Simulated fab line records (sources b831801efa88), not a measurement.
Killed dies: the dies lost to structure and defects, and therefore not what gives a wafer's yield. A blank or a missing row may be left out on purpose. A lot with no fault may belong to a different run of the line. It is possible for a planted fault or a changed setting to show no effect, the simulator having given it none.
Which tool did it? / flow gf180mcu / 12 lots, 36 wafers sampled, at 5 steps of a route of 602

== WHAT EACH GAUGE READ, for each wafer ==
GF_MVPSD_TW_MEAS_11.
lot=L169; measured=day 5 07:00; on=film-metro-03; MVPSD_TW=557 560 558
lot=L171; measured=day 5 18:16; on=film-metro-03; MVPSD_TW=560 559 560
lot=L174; measured=day 6 12:22; on=film-metro-03; MVPSD_TW=556 558 555
lot=L175; measured=day 6 17:17; on=film-metro-01; MVPSD_TW=565 559 561
lot=L176; measured=day 6 23:51; on=film-metro-01; MVPSD_TW=566 563 565
lot=L177; measured=day 7 09:55; on=film-metro-03; MVPSD_TW=554 556 553
lot=L180; measured=day 8 03:06; on=film-metro-03; MVPSD_TW=559 565 561
lot=L182; measured=day 8 12:16; on=film-metro-01; MVPSD_TW=559 560 561
lot=L187; measured=day 9 18:48; on=film-metro-01; MVPSD_TW=565 564 562
lot=L188; measured=day 9 23:55; on=film-metro-03; MVPSD_TW=556 555 555
lot=L189; measured=day 10 06:06; on=film-metro-01; MVPSD_TW=563 559 564
lot=L191; measured=day 10 20:22; on=film-metro-03; MVPSD_TW=557 558 555

GF_VT_IMPLANT_TW_MEAS_21.
lot=L169; measured=day 6 12:47; on=film-metro-03; VT_IMPLANT_2_TW=1217 1226 1216
lot=L171; measured=day 7 00:08; on=film-metro-01; VT_IMPLANT_2_TW=1233 1228 1232
lot=L174; measured=day 7 18:40; on=film-metro-04; VT_IMPLANT_2_TW=30 30 30
lot=L175; measured=day 8 00:28; on=film-metro-03; VT_IMPLANT_2_TW=30 30 30
lot=L176; measured=day 8 07:58; on=film-metro-03; VT_IMPLANT_2_TW=30 31 30
lot=L177; measured=day 8 19:24; on=film-metro-01; VT_IMPLANT_2_TW=1227 1230 1229
lot=L180; measured=day 9 13:07; on=film-metro-03; VT_IMPLANT_2_TW=1210 1217 1212
lot=L182; measured=day 9 23:08; on=film-metro-04; VT_IMPLANT_2_TW=1214 1216 1207
lot=L187; measured=day 11 07:42; on=film-metro-03; VT_IMPLANT_2_TW=1219 1219 1218
lot=L188; measured=day 11 12:45; on=film-metro-03; VT_IMPLANT_2_TW=1213 1217 1217
lot=L189; measured=day 11 19:10; on=film-metro-03; VT_IMPLANT_2_TW=1217 1214 1224
lot=L191; measured=day 12 10:01; on=film-metro-04; VT_IMPLANT_2_TW=1212 1208 1211

GF_POLY_GATE_CD_MEAS_18.
lot=L169; measured=day 9 12:33; on=cd-sem-02; cd-nm (nm)=280.1 278.3 279.6
lot=L171; measured=day 10 02:20; on=cd-sem-01; cd-nm (nm)=282.3 277.6 280.5
lot=L177; measured=day 12 07:58; on=cd-sem-01; cd-nm (nm)=281.4 281.8 281.4
lot=L180; measured=day 13 03:49; on=cd-sem-02; cd-nm (nm)=282.6 282.0 283.4
lot=L182; measured=day 13 10:56; on=cd-sem-02; cd-nm (nm)=284.8 283.4 280.6
lot=L187; measured=day 14 21:27; on=cd-sem-02; cd-nm (nm)=281.5 281.6 284.8
lot=L188; measured=day 15 04:19; on=cd-sem-02; cd-nm (nm)=279.6 280.4 279.3
lot=L189; measured=day 15 12:17; on=cd-sem-01; cd-nm (nm)=280.3 280.0 280.6
lot=L191; measured=day 16 06:46; on=cd-sem-01; cd-nm (nm)=281.6 278.9 281.9

== WHAT TOOL EACH LOT RAN ON (gives the tool, then ch and the chambers of the sampled wafers, and finally the start) ==
lot=L169; GF_VT_IMPLANT_STRIP_09=plasma-asher-04 ch 1, day 5 21:46; GF_VT_IMPLANT_STRIP_20=plasma-asher-02 ch 0,1, day 6 12:41
lot=L171; GF_VT_IMPLANT_STRIP_09=plasma-asher-02 ch 0,1, day 6 09:05; GF_VT_IMPLANT_STRIP_20=plasma-asher-02 ch 0,1, day 7 00:03
lot=L174; GF_VT_IMPLANT_STRIP_09=plasma-asher-02 ch 0,1, day 7 03:16; GF_VT_IMPLANT_STRIP_20=plasma-asher-04 ch 0,1, day 7 18:34
lot=L175; GF_VT_IMPLANT_STRIP_09=plasma-asher-04 ch 0,1, day 7 08:13; GF_VT_IMPLANT_STRIP_20=plasma-asher-01 ch 0,1, day 8 00:23
lot=L176; GF_VT_IMPLANT_STRIP_09=plasma-asher-04 ch 0,1, day 7 15:30; GF_VT_IMPLANT_STRIP_20=plasma-asher-01 ch 0,1, day 8 07:52
lot=L177; GF_VT_IMPLANT_STRIP_09=plasma-asher-02 ch 0,1, day 8 02:46; GF_VT_IMPLANT_STRIP_20=plasma-asher-01 ch 0,1, day 8 19:18
lot=L180; GF_VT_IMPLANT_STRIP_09=plasma-asher-04 ch 0, day 8 19:36; GF_VT_IMPLANT_STRIP_20=plasma-asher-04 ch 0,1, day 9 13:01
lot=L182; GF_VT_IMPLANT_STRIP_09=plasma-asher-04 ch 0,1, day 9 05:27; GF_VT_IMPLANT_STRIP_20=plasma-asher-04 ch 0,1, day 9 23:02
lot=L187; GF_VT_IMPLANT_STRIP_09=plasma-asher-04 ch 0,1, day 10 13:06; GF_VT_IMPLANT_STRIP_20=plasma-asher-01 ch 0,1, day 11 07:36
lot=L188; GF_VT_IMPLANT_STRIP_09=plasma-asher-02 ch 0,1, day 10 18:22; GF_VT_IMPLANT_STRIP_20=plasma-asher-02 ch 0,1, day 11 12:39
lot=L189; GF_VT_IMPLANT_STRIP_09=plasma-asher-01 ch 0,1, day 11 00:10; GF_VT_IMPLANT_STRIP_20=plasma-asher-01 ch 0,1, day 11 19:04
lot=L191; GF_VT_IMPLANT_STRIP_09=plasma-asher-02 ch 0,1, day 11 14:33; GF_VT_IMPLANT_STRIP_20=plasma-asher-04 ch 1, day 12 09:54
- GF_VT_IMPLANT_STRIP_09: strips in O2/N2.
- GF_VT_IMPLANT_STRIP_20: strips in O2/N2.

== AS READ BY THE TOOLS THEMSELVES (means over the sampled wafers that have a number; for cases with no such wafer, the mark the record gives instead) ==
GF_VT_IMPLANT_STRIP_09.
lot=L169; tool=plasma-asher-04; chamber-pressure-mTorr (mTorr)=1499.5; drypump-motor-current-A (A)=6.3; heater-power-w (W)=308; oes-product-au (a.u.)=0.716; strip-time-to-endpoint-s (s)=12.59
lot=L171; tool=plasma-asher-02; chamber-pressure-mTorr (mTorr)=1500.5; drypump-motor-current-A (A)=5.9; heater-power-w (W)=360; oes-product-au (a.u.)=0.709; strip-time-to-endpoint-s (s)=12.64
lot=L174; tool=plasma-asher-02; chamber-pressure-mTorr (mTorr)=-; drypump-motor-current-A (A)=-; heater-power-w (W)=-; oes-product-au (a.u.)=-; strip-time-to-endpoint-s (s)=-
lot=L175; tool=plasma-asher-04; chamber-pressure-mTorr (mTorr)=-; drypump-motor-current-A (A)=-; heater-power-w (W)=-; oes-product-au (a.u.)=-; strip-time-to-endpoint-s (s)=-
lot=L176; tool=plasma-asher-04; chamber-pressure-mTorr (mTorr)=-; drypump-motor-current-A (A)=-; heater-power-w (W)=-; oes-product-au (a.u.)=-; strip-time-to-endpoint-s (s)=-
lot=L177; tool=plasma-asher-02; chamber-pressure-mTorr (mTorr)=1499.9; drypump-motor-current-A (A)=5.9; heater-power-w (W)=364; oes-product-au (a.u.)=0.714; strip-time-to-endpoint-s (s)=12.57
lot=L180; tool=plasma-asher-04; chamber-pressure-mTorr (mTorr)=1498.9; drypump-motor-current-A (A)=5.5; heater-power-w (W)=301; oes-product-au (a.u.)=0.718; strip-time-to-endpoint-s (s)=12.66
lot=L182; tool=plasma-asher-04; chamber-pressure-mTorr (mTorr)=1500.3; drypump-motor-current-A (A)=6.1; heater-power-w (W)=303; oes-product-au (a.u.)=0.715; strip-time-to-endpoint-s (s)=12.61
lot=L187; tool=plasma-asher-04; chamber-pressure-mTorr (mTorr)=1500.1; drypump-motor-current-A (A)=5.8; heater-power-w (W)=305; oes-product-au (a.u.)=0.715; strip-time-to-endpoint-s (s)=12.67
lot=L188; tool=plasma-asher-02; chamber-pressure-mTorr (mTorr)=1500.4; drypump-motor-current-A (A)=6.1; heater-power-w (W)=345; oes-product-au (a.u.)=0.716; strip-time-to-endpoint-s (s)=12.58
lot=L189; tool=plasma-asher-01; chamber-pressure-mTorr (mTorr)=1500.6; drypump-motor-current-A (A)=5.3; heater-power-w (W)=326; oes-product-au (a.u.)=0.718; strip-time-to-endpoint-s (s)=12.59
lot=L191; tool=plasma-asher-02; chamber-pressure-mTorr (mTorr)=1498.6; drypump-motor-current-A (A)=5.9; heater-power-w (W)=357; oes-product-au (a.u.)=0.713; strip-time-to-endpoint-s (s)=12.69

GF_VT_IMPLANT_STRIP_20.
lot=L169; tool=plasma-asher-02; chamber-pressure-mTorr (mTorr)=1498.4; drypump-motor-current-A (A)=5.9; heater-power-w (W)=362; oes-product-au (a.u.)=0.717; strip-time-to-endpoint-s (s)=12.64
lot=L171; tool=plasma-asher-02; chamber-pressure-mTorr (mTorr)=1499.9; drypump-motor-current-A (A)=6.0; heater-power-w (W)=343; oes-product-au (a.u.)=0.716; strip-time-to-endpoint-s (s)=12.62
lot=L174; tool=plasma-asher-04; chamber-pressure-mTorr (mTorr)=1500.0; drypump-motor-current-A (A)=5.8; heater-power-w (W)=301; oes-product-au (a.u.)=0.720; strip-time-to-endpoint-s (s)=27.54
lot=L175; tool=plasma-asher-01; chamber-pressure-mTorr (mTorr)=1498.3; drypump-motor-current-A (A)=5.2; heater-power-w (W)=348; oes-product-au (a.u.)=0.719; strip-time-to-endpoint-s (s)=27.59
lot=L176; tool=plasma-asher-01; chamber-pressure-mTorr (mTorr)=1500.6; drypump-motor-current-A (A)=5.2; heater-power-w (W)=353; oes-product-au (a.u.)=0.720; strip-time-to-endpoint-s (s)=27.59
lot=L177; tool=plasma-asher-01; chamber-pressure-mTorr (mTorr)=1500.5; drypump-motor-current-A (A)=5.3; heater-power-w (W)=325; oes-product-au (a.u.)=0.716; strip-time-to-endpoint-s (s)=12.57
lot=L180; tool=plasma-asher-04; chamber-pressure-mTorr (mTorr)=1500.5; drypump-motor-current-A (A)=6.1; heater-power-w (W)=297; oes-product-au (a.u.)=0.712; strip-time-to-endpoint-s (s)=12.63
lot=L182; tool=plasma-asher-04; chamber-pressure-mTorr (mTorr)=1500.9; drypump-motor-current-A (A)=5.8; heater-power-w (W)=303; oes-product-au (a.u.)=0.717; strip-time-to-endpoint-s (s)=12.60
lot=L187; tool=plasma-asher-01; chamber-pressure-mTorr (mTorr)=1500.1; drypump-motor-current-A (A)=5.2; heater-power-w (W)=348; oes-product-au (a.u.)=0.710; strip-time-to-endpoint-s (s)=12.56
lot=L188; tool=plasma-asher-02; chamber-pressure-mTorr (mTorr)=1499.8; drypump-motor-current-A (A)=5.9; heater-power-w (W)=365; oes-product-au (a.u.)=0.715; strip-time-to-endpoint-s (s)=12.63
lot=L189; tool=plasma-asher-01; chamber-pressure-mTorr (mTorr)=1501.1; drypump-motor-current-A (A)=5.2; heater-power-w (W)=351; oes-product-au (a.u.)=0.712; strip-time-to-endpoint-s (s)=12.63
lot=L191; tool=plasma-asher-04; chamber-pressure-mTorr (mTorr)=1499.5; drypump-motor-current-A (A)=6.3; heater-power-w (W)=303; oes-product-au (a.u.)=0.719; strip-time-to-endpoint-s (s)=12.59

== THE ANSWER, worked out from the rows above alone ==
Rule: usual is defined by the lots themselves. The widest of any qualifying gaps counts: lots, ordered by their means at a reading, are off when they make up no more than a third of the lots, leave a main group of 4 or more, and stand apart from it by 3 or more times the standard deviation of that group's means. A main group is skipped when, at the precision printed for the reading in the tables above, its means are all equal. Also off: a lot with no number at a reading for which 4 or more lots have one. Where the step has rows for the other lots, those lots are counted as sound. First the gauges in route order, then the tools' own readings, where a lot's mean is used as printed above. The first step at which some lot is off is used, and at that step the reading that is off furthest; a lot without a number counts as furthest.
Off: at GF_VT_IMPLANT_TW_MEAS_21 (VT_IMPLANT_2_TW), L174, L175, L176. The main group has a mean of 1219 with a standard deviation of 6.7.
If a tool, at a process step before that reading, ran all the lots that are off and no sound lot after the first of them, it fits. The gauges at GF_VT_IMPLANT_TW_MEAS_21 aren't tried: what is off there is off at GF_VT_IMPLANT_STRIP_09 too, on other tools, and a gauge's error can't cause that. None of those tried fits.

== WHAT THE SIMULATOR HAD INSERTED ==
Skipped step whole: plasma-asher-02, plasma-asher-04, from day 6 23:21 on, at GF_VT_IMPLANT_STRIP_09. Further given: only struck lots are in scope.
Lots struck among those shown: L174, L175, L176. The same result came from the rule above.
